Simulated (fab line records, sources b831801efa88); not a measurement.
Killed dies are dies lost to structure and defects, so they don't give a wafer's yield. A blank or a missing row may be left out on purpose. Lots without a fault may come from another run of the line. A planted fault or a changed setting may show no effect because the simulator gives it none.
fab line records | flow sky130
record lots=6 wafers=18 last_day=49
route steps=708 shown VIA2@523 METAL3@532 CAPM@537 PAD_OPEN@708
lots that met no fault: from a run of the same line without faults
start_h: hours from the record's first day to the start of the lot's first wafer shown | wait_h: hours since the lot's step before | " the same as in the row above | L1.1+2: a row that stands for several wafers | - no value, or no start given | * or withheld: withheld | < > ~ a bound
route shown NAME@n: a module of which the file shows steps, and the number in the route of the first | usual: mean/standard deviation of fault-free wafers | same: alike in all rows | chamber/n: place in a boat | sites: the reading at each site | _std_site: their standard deviation | _edge_site: outer sites' mean less inner sites' | radius_mm: how far each site lies from the wafer's centre | mask NAME#n: copy n | behind: the tool/chamber that last shaped the wafer | hold: why the lot was held/for how many hours/how that ended | device: the transistor (n, p or np) that didn't switch | end of line: the same wafers' tests at the end of the route | a step without rows: its recipe alone | killed: dies lost to structure and defects at the first sort, not the wafer's yield | map: a wafer's dies, x killed, . not, _ none there
set.NAME: the setting as run; set.NAME@STEP: as run at that earlier step | model.NAME: the simulator's own value behind a step, which no gauge read
lots at some steps of the route; a table a step, a row a wafer
services: from which hour (start_h, from the record's first day; less than 0 if before it) a tool's chamber was out of use, for how many hours, and why
## steps
# step SKY_VIA2_STRIP_16
# recipe chemistry=O2/N2 power_w=1400 pressure_mtorr=1500 platen_temp_c=withheld o2_flow_sccm=3000 n2_flow_sccm=300 overash_fraction=0.5
# step SKY_VIA2_STRIP_17
# recipe chemistry=post_etch_residue_remover time_s=1200 temp_c=72.5
# step SKY_VIA2_CLEAN_18
# recipe chemistry=IPA time_s=180 temp_c=25
# step SKY_VIA2_CLEAN_19
# recipe chemistry=O3/DIW dry=n2_spin
# step SKY_VIA2_SPUTTER_20
# recipe material=TiN target_thk_nm=20 chamber_pressure_pa=5 power_w=4000 time_s=80
# step SKY_VIA2_CVD_21
# recipe material=W target_thk_nm=420 time_s=126.4 temp_c=398.8 pressure_torr=40
# step SKY_VIA2_RS_MEAS_22
# recipe thk_meas_gauge=four-point-probe reads=W_of_VIA2_CVD_21+TiN_of_VIA2_SPUTTER_20
# usual VIA2_W_RS=0.2785/0.0029
# columns lot.wafer tool chamber start_h wait_h VIA2_W_RS[ohm/sq]
L500.1 film_metro-02 - 865.83 0.1 0.2807
L500.2 " - " " 0.2743
L500.3 " - " " 0.2753
L501.2 film_metro-03 - 879.89 0.1 0.2752
L501.4 " - " " 0.2739
L501.5 " - " " 0.2707
L503.2 film_metro-02 - 888.78 0.1 0.2792
L503.4 " - " " 0.2774
L503.6 " - " " 0.2782
L515.2 film_metro-01 - 983.18 0.1 0.2791
L515.4 " - " " 0.2789
L515.6 " - " " 0.2775
L516.2 film_metro-02 - 985.03 0.1 0.2791
L516.3 " - " " 0.2746
L516.5 " - " " 0.2782
L517.1 film_metro-01 - 994.36 0.1 0.2831
L517.4 " - " " 0.2809
L517.6 " - " " 0.2775
# step SKY_VIA2_THK_MEAS_23
# recipe thk_meas_gauge=xrf reads=W_of_VIA2_CVD_21
# usual VIA2_W_THK=421/6.8
# columns lot.wafer tool chamber start_h wait_h VIA2_W_THK[nm]
L500.1 film_metro-02 - 865.95 0.1 410
L500.2 " - " " 423
L500.3 " - " " 423
L501.2 film_metro-03 - 880.00 0.1 420
L501.4 " - " " 422
L501.5 " - " " 428
L503.2 film_metro-02 - 888.89 0.1 421
L503.4 " - " " 426
L503.6 " - " " 419
L515.2 film_metro-01 - 983.29 0.1 425
L515.4 " - " " 424
L515.6 " - " " 427
L516.2 film_metro-02 - 985.14 0.1 417
L516.3 " - " " 425
L516.5 " - " " 418
L517.1 film_metro-01 - 994.48 0.1 417
L517.4 " - " " 421
L517.6 " - " " 428
# step SKY_VIA2_CMP_24
# recipe stop_on=SiO2 t_overpolish_s=20 down_force_psi=3.5 platen_rpm=60 target_thk_nm=0 pad_velocity_m_s=0.94248
# usual motor_current_A=10.9/1.3 overpolish_run_s=20.000/0.0095 platen_rpm=59.99/0.044 slurry_flow_ml_min=150.0/0.51 time_to_endpoint_s=100/3.6
# columns lot.wafer tool chamber start_h wait_h motor_current_A overpolish_run_s platen_rpm slurry_flow_ml_min time_to_endpoint_s
L500.3 cmp-01 1 866.54 0.6 13.2 20.009 60.02 149.8 105
L500.2 " 2 " " 10.8 19.998 59.99 150.5 104
L500.1 " 3 " " 10.4 19.994 60.00 150.1 105
L501.2 cmp-02 2 880.05 0.0 10.4 19.990 60.02 150.7 96
L501.4 " 3 " " 11.2 19.997 59.97 149.9 103
L501.5 " 3 " " 11.7 19.999 59.98 150.3 104
L503.2 cmp-01 1 888.94 0.0 13.3 20.013 59.98 150.5 108
L503.4 " 2 " " 10.6 20.009 59.97 149.0 103
L503.6 " 1 " " 13.3 20.006 59.96 150.4 105
L515.2 cmp-02 3 983.34 0.0 11.5 20.001 59.97 150.2 97
L515.4 " 2 " " 10.9 20.003 60.01 150.0 95
L515.6 " 0 " " 11.4 20.000 59.96 150.1 98
L516.2 cmp-01 2 985.24 0.1 11.3 20.006 60.04 150.8 99
L516.3 " 0 " " 9.3 19.993 60.08 149.1 96
L516.5 " 1 " " 13.6 19.982 60.03 150.1 101
L517.4 cmp-02 3 994.59 0.1 11.8 19.993 60.10 149.5 104
L517.1 " 0 " " 11.2 19.992 59.93 150.4 100
L517.6 " 3 " " 12.3 20.012 59.90 150.0 103
# step SKY_METAL3_SPUTTER_00
# recipe material=Ti target_thk_nm=15 power_w=3000 time_s=10 chamber_pressure_pa=0.4
# usual throttle_valve_pct=30.5/1
# columns lot.wafer tool chamber start_h wait_h throttle_valve_pct
L500.1 pvd_sputter-03 - 866.84 0.1 31.2
L500.2 " - " " 29.4
L500.3 " - " " 30.2
L501.2 pvd_sputter-03 - 880.35 0.2 31.1
L501.4 " - " " 30.1
L501.5 " - " " 29.1
L503.2 pvd_sputter-04 - 889.24 0.2 28.6
L503.4 " - " " 32.7
L503.6 " - " " 32.6
L515.2 pvd_sputter-04 - 983.64 0.2 30.9
L515.4 " - " " 28.8
L515.6 " - " " 32.6
L516.2 pvd_sputter-04 - 985.49 0.2 28.7
L516.3 " - " " 32.8
L516.5 " - " " 32.4
L517.1 pvd_sputter-04 - 994.84 0.1 29.6
L517.4 " - " " 31.1
L517.6 " - " " 31.1
# step SKY_METAL3_SPUTTER_01
# recipe material=TiN target_thk_nm=20 power_w=6500 time_s=16.7 chamber_pressure_pa=0.4
# usual throttle_valve_pct=30.5/1
# columns lot.wafer tool chamber start_h wait_h throttle_valve_pct
L500.1 pvd_sputter-03 - 866.86 0.0 31.1
L500.2 " - " " 29.4
L500.3 " - " " 30.1
L501.2 pvd_sputter-03 - 880.37 0.0 31.2
L501.4 " - " " 30.1
L501.5 " - " " 29.5
L503.2 pvd_sputter-04 - 889.26 0.0 29.0
L503.4 " - " " 32.6
L503.6 " - " " 32.5
L515.2 pvd_sputter-04 - 983.66 0.0 31.0
L515.4 " - " " 29.0
L515.6 " - " " 32.3
L516.2 pvd_sputter-04 - 985.52 0.0 29.0
L516.3 " - " " 32.7
L516.5 " - " " 32.7
L517.1 pvd_sputter-04 - 994.86 0.0 29.7
L517.4 " - " " 31.3
L517.6 " - " " 31.0
# step SKY_METAL3_SPUTTER_02
# recipe material=AlCu target_thk_nm=735 power_w=10600 time_s=39.1 chamber_pressure_pa=0.4
# step SKY_METAL3_SPUTTER_03
# recipe material=Ti target_thk_nm=5 power_w=3000 time_s=3.3 chamber_pressure_pa=0.4
# usual throttle_valve_pct=30.5/1
# columns lot.wafer tool chamber start_h wait_h throttle_valve_pct
L500.1 pvd_sputter-03 - 866.92 0.0 30.6
L500.2 " - " " 29.5
L500.3 " - " " 30.2
L501.2 pvd_sputter-03 - 880.44 0.0 30.9
L501.4 " - " " 30.2
L501.5 " - " " 29.6
L503.2 pvd_sputter-04 - 889.33 0.0 28.8
L503.4 " - " " 32.7
L503.6 " - " " 32.5
L515.2 pvd_sputter-04 - 983.73 0.0 31.0
L515.4 " - " " 28.9
L515.6 " - " " 32.4
L516.2 pvd_sputter-04 - 985.58 0.0 28.7
L516.3 " - " " 32.4
L516.5 " - " " 32.8
L517.1 pvd_sputter-04 - 994.93 0.0 29.6
L517.4 " - " " 31.2
L517.6 " - " " 31.0
# step SKY_METAL3_SPUTTER_04
# recipe material=TiN target_thk_nm=70 power_w=6577 time_s=58.3 chamber_pressure_pa=0.4
# usual throttle_valve_pct=30.5/1
# columns lot.wafer tool chamber start_h wait_h throttle_valve_pct
L500.1 pvd_sputter-03 - 866.94 0.0 31.1
L500.2 " - " " 29.3
L500.3 " - " " 30.2
L501.2 pvd_sputter-03 - 880.45 0.0 31.0
L501.4 " - " " 30.0
L501.5 " - " " 29.5
L503.2 pvd_sputter-04 - 889.35 0.0 29.0
L503.4 " - " " 32.4
L503.6 " - " " 32.5
L515.2 pvd_sputter-04 - 983.75 0.0 31.3
L515.4 " - " " 28.9
L515.6 " - " " 32.7
L516.2 pvd_sputter-04 - 985.60 0.0 28.8
L516.3 " - " " 32.7
L516.5 " - " " 32.5
L517.1 pvd_sputter-04 - 994.95 0.0 29.8
L517.4 " - " " 31.1
L517.6 " - " " 30.8
# step SKY_CAPM_CVD_00
# recipe material=SiO2 target_thk_nm=15.5 temp_c=400 time_s=withheld rf_w=450
# step SKY_CAPM_THK_MEAS_01
# recipe reads=SiO2_of_CAPM_CVD_00
# usual CAPM_CVD_00_THK=15.53/0.2
# columns lot.wafer tool chamber start_h wait_h CAPM_CVD_00_THK[nm]
L500.1 film_metro-04 - 867.01 - 15.51
L500.2 " - " " 15.31
L500.3 " - " " 15.91
L501.2 film_metro-02 - 880.53 - 15.53
L501.4 " - " " 15.57
L501.5 " - " " 15.58
L503.2 film_metro-03 - 889.43 - 15.55
L503.4 " - " " 15.89
L503.6 " - " " 15.85
L515.2 film_metro-02 - 983.84 - 15.60
L515.4 " - " " 15.82
L515.6 " - " " 15.65
L516.2 film_metro-02 - 985.68 - 15.23
L516.3 " - " " 15.41
L516.5 " - " " 15.64
L517.1 film_metro-04 - 995.02 - 15.53
L517.4 " - " " 15.78
L517.6 " - " " 15.57
# step SKY_CAPM_SPUTTER_02
# recipe material=TiN target_thk_nm=200 temp_c=300 power_w=6500 time_s=166.7 chamber_pressure_pa=0.4
# usual throttle_valve_pct=30.5/1.1
# columns lot.wafer tool chamber start_h wait_h throttle_valve_pct
L500.1 pvd_sputter-01 - 867.07 0.1 28.6
L500.2 " - " " 32.0
L500.3 " - " " 31.2
L501.2 pvd_sputter-01 - 880.58 0.0 31.2
L501.4 " - " " 31.6
L501.5 " - " " 31.1
L503.2 pvd_sputter-01 - 889.48 0.0 32.0
L503.4 " - " " 31.3
L503.6 " - " " 31.1
L515.2 pvd_sputter-01 - 983.89 0.0 31.2
L515.4 " - " " 31.8
L515.6 " - " " 31.3
L516.2 pvd_sputter-02 - 985.73 0.0 30.0
L516.3 " - " " 31.5
L516.5 " - " " 30.4
L517.1 pvd_sputter-02 - 995.08 0.1 30.7
L517.4 " - " " 31.4
L517.6 " - " " 30.6
# step SKY_CAPM_RS_MEAS_03
# recipe thk_meas_gauge=four-point-probe reads=TiN_of_CAPM_SPUTTER_02
# usual CAPM_TIN_RS=6.86/0.071
# columns lot.wafer tool chamber start_h wait_h CAPM_TIN_RS[ohm/sq]
L500.1 film_metro-02 - 867.18 0.1 6.94
L500.2 " - " " 6.98
L500.3 " - " " 6.87
L501.2 film_metro-04 - 880.71 0.1 6.82
L501.4 " - " " 6.91
L501.5 " - " " 6.81
L503.2 film_metro-04 - 889.61 0.1 6.84
L503.4 " - " " 6.76
L503.6 " - " " 6.79
L515.2 film_metro-04 - 984.02 0.1 6.78
L515.4 " - " " 6.86
L515.6 " - " " 6.81
L516.2 film_metro-04 - 985.86 0.1 6.91
L516.3 " - " " 6.87
L516.5 " - " " 6.83
L517.1 film_metro-04 - 995.19 0.1 6.86
L517.4 " - " " 6.90
L517.6 " - " " 6.85
# step SKY_CAPM_THK_MEAS_04
# recipe thk_meas_gauge=xrf reads=TiN_of_CAPM_SPUTTER_02
# usual CAPM_TIN_THK=203.3/2.3
# columns lot.wafer tool chamber start_h wait_h CAPM_TIN_THK[nm]
L500.1 film_metro-02 - 867.30 0.1 199.9
L500.2 " - " " 197.8
L500.3 " - " " 201.4
L501.2 film_metro-04 - 880.82 0.1 205.6
L501.4 " - " " 202.8
L501.5 " - " " 205.5
L503.2 film_metro-04 - 889.72 0.1 204.6
L503.4 " - " " 207.7
L503.6 " - " " 207.3
L515.2 film_metro-04 - 984.13 0.1 207.5
L515.4 " - " " 205.2
L515.6 " - " " 205.9
L516.2 film_metro-04 - 985.97 0.1 203.3
L516.3 " - " " 203.9
L516.5 " - " " 205.1
L517.1 film_metro-04 - 995.31 0.1 204.0
L517.4 " - " " 202.8
L517.6 " - " " 204.8
# step SKY_CAPM_DEHYDRATE_05
# recipe temp_c=200 time_s=60
# step SKY_CAPM_HMDS_06
# recipe prime_time_s=60 prime_temp_c=120
# step SKY_CAPM_COAT_07
# recipe resist=NOVOLAK spin_rpm=3000 resist_thk_nm=1140
# step SKY_CAPM_SOFTBAKE_08
# recipe temp_c=90 time_s=60 resist=NOVOLAK
# step SKY_CAPM_EXPOSE_09
# recipe mask_id=CAPM na=0.6 source_shape=conventional sigma_outer=0.6 polarization=unpolarized target_cd_nm=1000 dose_mj=159
# step SKY_CAPM_PEB_10
# recipe temp_c=withheld time_s=* resist=NOVOLAK
# step SKY_CAPM_DEVELOP_11
# recipe resist=NOVOLAK developer=TMAH develop_time_s=60 dev_temp_c=23
# step SKY_CAPM_OVL_MEAS_12
# usual CAPM_OVL=-1.2/1.4
# columns lot.wafer tool chamber start_h wait_h CAPM_OVL[nm]
L500.1 overlay-01 - 892.75 0.1 -3.1
L500.2 " - " " -1.9
L500.3 " - " " -2.5
L501.2 overlay-02 - 905.74 0.1 -1.4
L501.4 " - " " -1.6
L501.5 " - " " -1.4
L503.2 overlay-02 - 914.36 0.1 -1.7
L503.4 " - " " -1.3
L503.6 " - " " -2.1
L515.2 overlay-02 - 1007.72 0.1 -0.9
L515.4 " - " " -1.7
L515.6 " - " " -1.3
L516.2 overlay-02 - 1008.26 0.1 1.2
L516.3 " - " " 0.1
L516.5 " - " " -1.5
L517.1 overlay-02 - 1018.40 0.1 -1.1
L517.4 " - " " -2.1
L517.6 " - " " -1.9
# step SKY_CAPM_METAL_ETCH_13
# recipe target_depth_nm=220 stop_on=SiO2 chemistry=Cl2/BCl3 target=TiN pressure_mtorr=10 icp_w=900 bias_w=48.5 Cl2_flow_sccm=60 bcl3_flow_sccm=30 time_s=62.9
# step SKY_CAPM_STRIP_14
# recipe chemistry=O2/N2 power_w=1400 pressure_mtorr=1500 platen_temp_c=withheld o2_flow_sccm=3000 n2_flow_sccm=300 overash_fraction=0.5
# step SKY_CAPM_STRIP_15
# recipe chemistry=post_etch_residue_remover time_s=1200 temp_c=72.5
# step SKY_CAPM_CLEAN_16
# recipe chemistry=IPA time_s=180 temp_c=25
# step SKY_CAPM_CLEAN_17
# recipe chemistry=O3/DIW dry=n2_spin
# step SKY_METAL3_DEHYDRATE_05
# recipe temp_c=200 time_s=60
# step SKY_METAL3_HMDS_06
# recipe prime_time_s=60 prime_temp_c=120
# step SKY_METAL3_COAT_07
# recipe resist=BARC temp_c=withheld time_s=withheld spin_rpm=3000 resist_thk_nm=60
# step SKY_METAL3_COAT_08
# recipe resist=KrF-thick spin_rpm=3000 resist_thk_nm=1140
# step SKY_METAL3_SOFTBAKE_09
# recipe temp_c=100 time_s=90 resist=KrF-thick
# step SKY_METAL3_EXPOSE_10
# recipe mask_id=MM3 na=0.68 source_shape=annular sigma_inner=0.4 sigma_outer=0.8 target_cd_nm=300 dose_mj=28
# step SKY_METAL3_PEB_11
# recipe peb_temp_c=withheld peb_time_s=withheld resist=KrF-thick
# step SKY_METAL3_DEVELOP_12
# recipe develop_time_s=60 resist=KrF-thick dev_temp_c=21
# step SKY_METAL3_CD_MEAS_13
# recipe target_cd_nm=300
# usual cd_nm=299.7/1.4
# columns lot.wafer tool chamber start_h wait_h cd_nm
L500.1 cd_sem-01 - 918.15 - 298.0
L500.2 " - " " 298.8
L500.3 " - " " 299.4
L501.2 cd_sem-01 - 931.14 - 299.5
L501.4 " - " " 300.6
L501.5 " - " " 298.7
L503.2 cd_sem-02 - 940.24 - 299.1
L503.4 " - " " 301.1
L503.6 " - " " 300.5
L515.2 cd_sem-01 - 1031.05 - 299.5
L515.4 " - " " 298.7
L515.6 " - " " 298.3
L516.2 cd_sem-02 - 1031.75 - 301.5
L516.3 " - " " 300.1
L516.5 " - " " 301.6
L517.1 cd_sem-01 - 1041.40 - 300.1
L517.4 " - " " 299.7
L517.6 " - " " 298.6
# step SKY_METAL3_OVL_MEAS_14
# usual METAL3_OVL=3/5.1
# columns lot.wafer tool chamber start_h wait_h METAL3_OVL[nm]
L500.1 overlay-02 - 918.27 0.1 1
L500.2 " - " " -6
L500.3 " - " " -3
L501.2 overlay-02 - 931.25 0.1 3
L501.4 " - " " 8
L501.5 " - " " 3
L503.2 overlay-02 - 940.35 0.1 2
L503.4 " - " " -1
L503.6 " - " " 2
L515.2 overlay-01 - 1031.15 0.1 4
L515.4 " - " " 4
L515.6 " - " " 10
L516.2 overlay-01 - 1031.85 0.1 13
L516.3 " - " " 9
L516.5 " - " " 6
L517.1 overlay-02 - 1041.52 0.1 2
L517.4 " - " " 1
L517.6 " - " " 3
# step SKY_PAD_OPEN_PROBE_99
# usual defect_limited_yield=82.8/1.8 killed_at_M0_to_M3=43/6.3 killed_at_M4_up=3.1/1.9 killed_at_contacts=24/5.1 killed_at_front_end=14/4.3 killed_at_other=0.3/0.53 killed_dies=85/8.8 killed_open=46/7.1 killed_short=38/5.9 sort_bin_3_pad_short=0.8/0.41 sort_bin_5_function=10.4/1.5 sort_bin_6_memory=6.1/1.1 sort_n_pass=407/8.8 sort_yield_pct=82.8/1.8
# same gross_dies=492 killed_at_back_side=0 sort_bin_4_leakage[%]=0 sort_bin_8_speed[%]=0
# columns lot.wafer tool chamber start_h wait_h hold defect_limited_yield[%] killed_at_M0_to_M3 killed_at_M4_up killed_at_contacts killed_at_front_end killed_at_other killed_dies killed_open killed_short sort_bin_3_pad_short[%] sort_bin_5_function[%] sort_bin_6_memory[%] sort_n_pass sort_yield_pct[%] model.etest.tester.sort_n_pass model.etest.tester.sort_yield_pct model.etest.tester.sort_bin_5_pct model.etest.tester.sort_bin_3_pct
L500.1 prober-02 - 1087.55 0.1 - 78.7 50 2 29 23 1 105 63 41 1.2 12.0 8.1 387 78.7 387 78.66 11.99 1.22
L500.2 prober-02 - 1087.60 0.1 - 80.9 56 1 25 12 0 94 47 47 1.0 10.8 7.3 398 80.9 398 80.89 10.77 1.016
L500.3 prober-02 - 1087.65 0.2 - 81.3 39 4 27 21 1 92 50 41 1.8 8.7 8.1 400 81.3 400 81.3 8.74 1.829
L501.2 prober-01 - 1100.73 0.1 - 80.3 49 8 25 13 2 97 59 38 2.0 11.0 6.7 395 80.3 395 80.28 10.98 2.033
L501.4 prober-01 - 1100.83 0.2 - 80.3 52 3 30 12 0 97 54 43 0 10.8 8.9 395 80.3 395 80.28 10.77 0
L501.5 prober-01 - 1100.88 0.2 - 80.5 57 4 25 10 0 96 56 40 0.6 11.2 7.7 396 80.5 396 80.49 11.18 0.6098
L503.2 prober-01 - 1108.49 0.1 - 82.1 39 4 32 13 0 88 49 39 0.8 12.6 4.5 404 82.1 404 82.11 12.6 0.813
L503.4 prober-01 - 1108.59 0.2 - 83.5 42 4 25 8 2 81 42 39 0.2 11.2 5.1 411 83.5 411 83.54 11.18 0.2033
L503.6 prober-01 - 1108.69 0.2 - 80.5 45 3 38 10 0 96 47 49 0.8 12.4 6.3 396 80.5 396 80.49 12.4 0.813
L515.2 prober-01 - 1179.37 0.1 - 84.6 41 3 15 16 1 76 39 37 0.4 8.5 6.5 416 84.6 416 84.55 8.537 0.4065
L515.4 prober-01 - 1179.47 0.2 - 81.5 40 4 21 26 0 91 48 43 0.2 12.4 5.9 401 81.5 401 81.5 12.4 0.2033
L515.6 prober-01 - 1179.57 0.2 - 83.3 38 5 21 18 0 82 43 39 1.0 10.0 5.7 410 83.3 410 83.33 9.959 1.016
L516.2 prober-02 - 1180.84 0.1 await_dispo/1.7h/release 73.4 91 0 26 14 0 131 36 44 3.5 17.3 5.9 361 73.4 361 73.37 17.28 3.455
L516.3 prober-02 - 1180.89 0.2 await_dispo/1.7h/release 75.0 88 2 16 17 0 123 32 32 3.7 15.0 6.3 369 75.0 369 75 15.04 3.659
L516.5 prober-02 - 1180.99 0.2 await_dispo/1.7h/release 71.3 102 2 24 13 0 141 49 30 3.3 18.9 6.5 351 71.3 351 71.34 18.9 3.252
L517.1 prober-01 - 1186.40 0.1 await_dispo/4.8h/release 77.6 64 4 23 19 0 110 45 37 2.4 13.4 6.5 382 77.6 382 77.64 13.41 2.439
L517.4 prober-01 - 1186.55 0.2 await_dispo/4.8h/release 75.2 74 1 31 16 0 122 50 28 2.2 14.4 8.1 370 75.2 370 75.2 14.43 2.236
L517.6 prober-01 - 1186.65 0.2 await_dispo/4.8h/release 78.3 72 2 18 15 0 107 35 30 4.1 12.2 5.5 385 78.3 385 78.25 12.2 4.065
# killed by level:class
L500.1 VIA3:geometric_particle:open=12 LI_CONTACT:geometric_particle:open=9 VIA2:geometric_particle:open=9 CONTACT:geometric_particle:open=8 METAL2:geometric_particle:short=8 POLY_GATE:geometric_particle:short=7 POLY_GATE:geometric_particle:open=7 LOCAL_INTERCONNECT:geometric_particle:short=5
L500.2 VIA3:geometric_particle:open=11 VIA1:geometric_particle:open=11 METAL2:geometric_particle:short=10 CONTACT:geometric_particle:short=8 CONTACT:geometric_particle:open=8 VIA1:geometric_particle:short=5 FIELD_ISO:geometric_particle:short=4 LI_CONTACT:geometric_particle:open=4
L500.3 VIA1:geometric_particle:open=9 FIELD_ISO:geometric_particle:short=8 LI_CONTACT:geometric_particle:open=8 CONTACT:geometric_particle:open=8 VIA2:geometric_particle:open=6 VIA3:geometric_particle:open=6 CONTACT:geometric_particle:short=5 POLY_GATE:geometric_particle:short=4
L501.2 CONTACT:geometric_particle:open=13 VIA2:geometric_particle:open=11 VIA1:geometric_particle:open=9 LI_CONTACT:geometric_particle:open=8 VIA1:geometric_particle:short=6 METAL4:geometric_particle:short=5 METAL2:geometric_particle:short=5 FIELD_ISO:geometric_particle:short=4
L501.4 VIA3:geometric_particle:open=14 CONTACT:geometric_particle:open=9 LOCAL_INTERCONNECT:geometric_particle:short=8 METAL1:geometric_particle:short=8 VIA1:geometric_particle:open=7 VIA2:geometric_particle:open=7 LI_CONTACT:geometric_particle:open=6 METAL2:geometric_particle:short=5
L501.5 VIA1:geometric_particle:open=14 CONTACT:geometric_particle:open=12 VIA3:geometric_particle:open=10 VIA2:geometric_particle:open=7 METAL1:geometric_particle:short=7 VIA1:geometric_particle:short=7 LOCAL_INTERCONNECT:geometric_particle:short=5 METAL2:geometric_particle:short=5
L503.2 CONTACT:geometric_particle:open=12 VIA1:geometric_particle:open=12 CONTACT:geometric_particle:short=9 VIA3:geometric_particle:open=7 LOCAL_INTERCONNECT:geometric_particle:short=6 METAL1:geometric_particle:short=5 VIA1:geometric_particle:short=4 FIELD_ISO:geometric_particle:short=3
L503.4 VIA1:geometric_particle:open=13 CONTACT:geometric_particle:open=9 CONTACT:geometric_particle:short=7 VIA1:geometric_particle:short=6 VIA3:geometric_particle:open=5 LI_CONTACT:geometric_particle:short=4 METAL2:geometric_particle:short=4 FIELD_ISO:geometric_particle:short=3
L503.6 LI_CONTACT:geometric_particle:open=17 VIA1:geometric_particle:open=9 VIA1:geometric_particle:short=9 LOCAL_INTERCONNECT:geometric_particle:short=8 METAL1:geometric_particle:short=7 CONTACT:geometric_particle:open=5 VIA2:geometric_particle:open=5 LI_CONTACT:geometric_particle:short=4
L515.2 VIA1:geometric_particle:open=13 CONTACT:geometric_particle:open=8 VIA2:geometric_particle:short=6 POLY_GATE:geometric_particle:short=5 METAL2:geometric_particle:short=5 VIA2:geometric_particle:open=5 SPACER:geometric_particle:short=3 CONTACT:geometric_particle:short=3
L515.4 FIELD_ISO:geometric_particle:open=9 VIA1:geometric_particle:open=9 CONTACT:geometric_particle:open=7 LI_CONTACT:geometric_particle:open=6 METAL1:geometric_particle:short=6 VIA1:geometric_particle:short=6 FIELD_ISO:geometric_particle:short=4 POLY_GATE:geometric_particle:short=4
L515.6 VIA1:geometric_particle:open=8 METAL2:geometric_particle:short=8 LI_CONTACT:geometric_particle:open=7 CONTACT:geometric_particle:open=7 METAL1:geometric_particle:short=6 FIELD_ISO:geometric_particle:short=4 POLY_GATE:geometric_particle:open=4 POLY_GATE:geometric_particle:short=4
L516.2 METAL3:unspecified=51 METAL1:geometric_particle:short=12 CONTACT:geometric_particle:open=10 FIELD_ISO:geometric_particle:short=7 LOCAL_INTERCONNECT:geometric_particle:short=6 VIA2:geometric_particle:open=6 LI_CONTACT:geometric_particle:open=5 VIA1:geometric_particle:open=5
L516.3 METAL3:unspecified=59 CONTACT:geometric_particle:short=7 FIELD_ISO:geometric_particle:open=6 VIA1:geometric_particle:open=6 CONTACT:geometric_particle:open=5 VIA3:geometric_particle:open=5 FIELD_ISO:geometric_particle:short=4 METAL1:geometric_particle:short=4
L516.5 METAL3:unspecified=62 CONTACT:geometric_particle:open=11 VIA1:geometric_particle:open=10 VIA2:geometric_particle:open=8 VIA2:geometric_particle:short=6 VIA3:geometric_particle:open=6 CONTACT:geometric_particle:short=4 FIELD_ISO:geometric_particle:open=3
L517.1 METAL3:unspecified=28 VIA1:geometric_particle:open=9 CONTACT:geometric_particle:open=8 FIELD_ISO:geometric_particle:short=6 FIELD_ISO:geometric_particle:open=6 VIA3:geometric_particle:open=6 CONTACT:geometric_particle:short=5 METAL1:geometric_particle:short=5
L517.4 METAL3:unspecified=43 CONTACT:geometric_particle:open=11 POLY_GATE:geometric_particle:open=7 VIA1:geometric_particle:open=7 CONTACT:geometric_particle:short=6 FIELD_ISO:geometric_particle:open=5 VIA3:geometric_particle:open=5 LI_CONTACT:geometric_particle:short=4
L517.6 METAL3:unspecified=42 VIA1:geometric_particle:open=6 CONTACT:geometric_particle:open=5 FIELD_ISO:geometric_particle:open=4 POLY_GATE:geometric_particle:open=4 POLY_GATE:geometric_particle:short=4 LI_CONTACT:geometric_particle:short=4 CONTACT:geometric_particle:short=4
# map L516.5 (x killed, . not)
__________.........._________
________x....x....xx.._______
______................x._____
_____x..x.....x....xx....____
____.xxx..x.....xx.......x___
___...x.......x.....x.....x__
__..........xxxxxxx....x...._
_..x.......xxxxxxxxx.x...xx..
_x....x..x.xxxxxxxxxx.....x..
_x...x..x..xxxxxxxxxxx.......
_..x......x.xxxxxxxxxx.......
_.x.........xxxxxxxx.........
_.....x......xxxx.xx.x...x...
_...x.x..x...x.x.....x.......
_.xxx....x.x...x.x...........
__......x.....x.........x..._
___.x...x.....xx.......xx.x__
____x...x........x.....xx.___
_____..x....x....xx.x....____
______....xx........x..._____
________....x........x_______
__________x.......xx_________
# map L517.4 (x killed, . not)
__________...x.x.x.._________
________.............._______
______..x...x.......x..._____
_____...x...x...x.xx.....____
____...x.x.....x..........___
___.........x.............x__
__.....xx.x.x..x......xx...._
_...............xx......x..x.
_x.........x...............x.
_.....x..x........x......x...
_.x....x......x.x...xx.x.x...
_.....x.x..............x..xx.
_x..............xx......x..x.
_.........x....x...x...x.xx..
_.................x.........x
__xxx.xxxx...x..xx.........x_
___xxxxxxxxxx...x..x......x__
____xxxxxxxx..............___
_____xxxxxxxxx..xx.......____
______xxxxxxxx....x...x._____
________xxxx.x...x.x.._______
__________xx........_________
## services
# columns tool chamber start_h hours kind
cmp-02 - 855.82 13.4 pm
pvd_sputter-03 - 891.88 2.8 repair
cmp-01 - 912.11 4.0 pm
cmp-01 - 916.11 - consumable_replace:conditioner
cmp-01 - 916.11 - consumable_replace:pad
cmp-02 - 936.03 0.7 repair
pvd_sputter-03 3 974.16 - consumable_replace:kit
pvd_sputter-03 3 974.16 18.0 scheduled_down
pvd_sputter-03 3 974.16 18.0 vent_cycle
## key
first_sign step=SKY_PAD_OPEN_PROBE_99 reading=killed_at_M0_to_M3 direction=up sigmas=6.1 usual=43 struck=82
effect step=SKY_PAD_OPEN_PROBE_99 reading=sort_bin_3_pad_short direction=up sigmas=5.9 usual=0.8 struck=3.2
model_effect step=SKY_PAD_OPEN_PROBE_99 value=etest.tester.sort_n_pass without=410.3 struck=369.7
met_at SKY_METAL3_SPUTTER_03
struck_wafers L516.2,L516.3,L516.5,L517.1,L517.4,L517.6
onset_between 983.73 985.58
also_fits time
fault kind=chamber_particle_source tool=pvd_sputter-04 chamber=- onset_h=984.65 steps=SKY_METAL3_SPUTTER_03 rate_per_visit_cm2=1.2523 end_h=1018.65
